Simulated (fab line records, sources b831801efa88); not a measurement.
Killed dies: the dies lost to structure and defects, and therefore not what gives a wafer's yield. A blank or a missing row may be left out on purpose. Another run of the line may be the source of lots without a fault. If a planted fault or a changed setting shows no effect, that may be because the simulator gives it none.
A lot that was struck, set against a sound lot    flow sky130    15 out of 708 route steps
Sound: these wafers, L279.1, L279.2, L279.5. The struck wafers were L272.1, L272.3, L272.5. The cause is named last.
For every step that has rows: the tool of each side, followed by ch and its chambers, followed by its first start. Under that, the readings that differ: sound wafers    struck wafers    difference of the means    sigmas: that difference in standard deviations of wafers without a fault.
alike: readings with means less than 2 such deviations apart, plus words and numbers identical on both sides. not compared: withheld readings, readings lacking a value on some wafer, bounds such as >300 that could conceal the same value, and numbers that have no deviation in the record and whose values overlap.
A row with sigmas, a row that says differs or no value, or rows on one side alone: a step with any of these is where the two part. Numbers that have no deviation but don't overlap get no sigmas and don't part them. A reading missing from all wafers of one side parts the sides only when that side holds two or more wafers.

SKY_VIA2_BOW_MEAS_03:
  sound on film_metro-03, day 41 10:20; struck on film_metro-01, day 39 08:30
  alike: VIA2_BOW
then, 8 steps without rows for these wafers: SKY_VIA2_DEHYDRATE_04 (time 60 s); SKY_VIA2_HMDS_05 (prime time 60 s); SKY_VIA2_COAT_06 (resist thk 60 nm); SKY_VIA2_COAT_07 (resist thk 450 nm); SKY_VIA2_SOFTBAKE_08 (time 90 s); SKY_VIA2_EXPOSE_09 (exposes mask VIM2, target cd 200 nm); SKY_VIA2_PEB_10; SKY_VIA2_DEVELOP_11 (develop time 60 s).
SKY_VIA2_CD_MEAS_12 targets a cd of 200 nm.
  sound on cd_sem-01, day 42 09:41; struck on cd_sem-01, day 40 08:41
  alike: cd_nm
SKY_VIA2_OVL_MEAS_13:
  sound on overlay-02, day 42 09:49; struck on overlay-01, day 40 08:49
  alike: VIA2_OVL
SKY_VIA2_ETCH_14: etches BARC in N2/H2, stops on SiO2, time 45.9 s, target depth 60 nm.
  sound on rie_diel-04 ch 2,3, day 42 09:50; struck on rie_diel-02 ch 0,2,3, day 40 08:50
  alike: bias_w, chamber_pressure_mTorr, drypump_motor_current_A, n2_flow_sccm, oes_product_au, throttle_valve_pct
  not compared: rf_hours_counter_h
SKY_VIA2_ETCH_15: etches SiO2 in C4F8/O2/Ar, stops on TiN, target depth 546 nm, time 84 s.
  sound on rie_diel-04 ch 2,3, day 42 09:53; struck on rie_diel-02 ch 0,2,3, day 40 08:53
  no value came back on the struck wafers for bias_w (W), chamber_pressure_mTorr (mTorr), oes_product_au (a.u.); on the sound wafers bias_w (W) reads 1198 1198 1203
reading                                      sound            struck             difference  sigmas
model.KrF-thick_of_VIA2_COAT_07.thk_nm (nm)  283.8 286.3 286  394.4 395.3 391.4  +108.3      
  not compared: rf_hours_counter_h
SKY_VIA2_STRIP_16: strips in O2/N2.
  sound on plasma_asher-02 ch 0,1, day 42 09:57; struck on plasma_asher-03 ch 0,1, day 40 08:57
reading                       sound              struck             difference  sigmas
oes_product_au (a.u.)         0.393 0.397 0.399  0.456 0.433 0.445  +0.048      +10
strip_time_to_endpoint_s (s)  4.042 4.071 4.073  5.214 5.219 5.192  +1.146      +52
  alike: drypump_motor_current_A, n2_flow_sccm
  not compared: rf_hours_counter_h
then, 1 step without rows for these wafers: SKY_VIA2_STRIP_17 (strips in post etch residue remover, time 1200 s).

WHERE THEY PART
First at SKY_VIA2_ETCH_15; last, within this record, at SKY_VIA2_STRIP_16.

WHY: what the simulator had put in
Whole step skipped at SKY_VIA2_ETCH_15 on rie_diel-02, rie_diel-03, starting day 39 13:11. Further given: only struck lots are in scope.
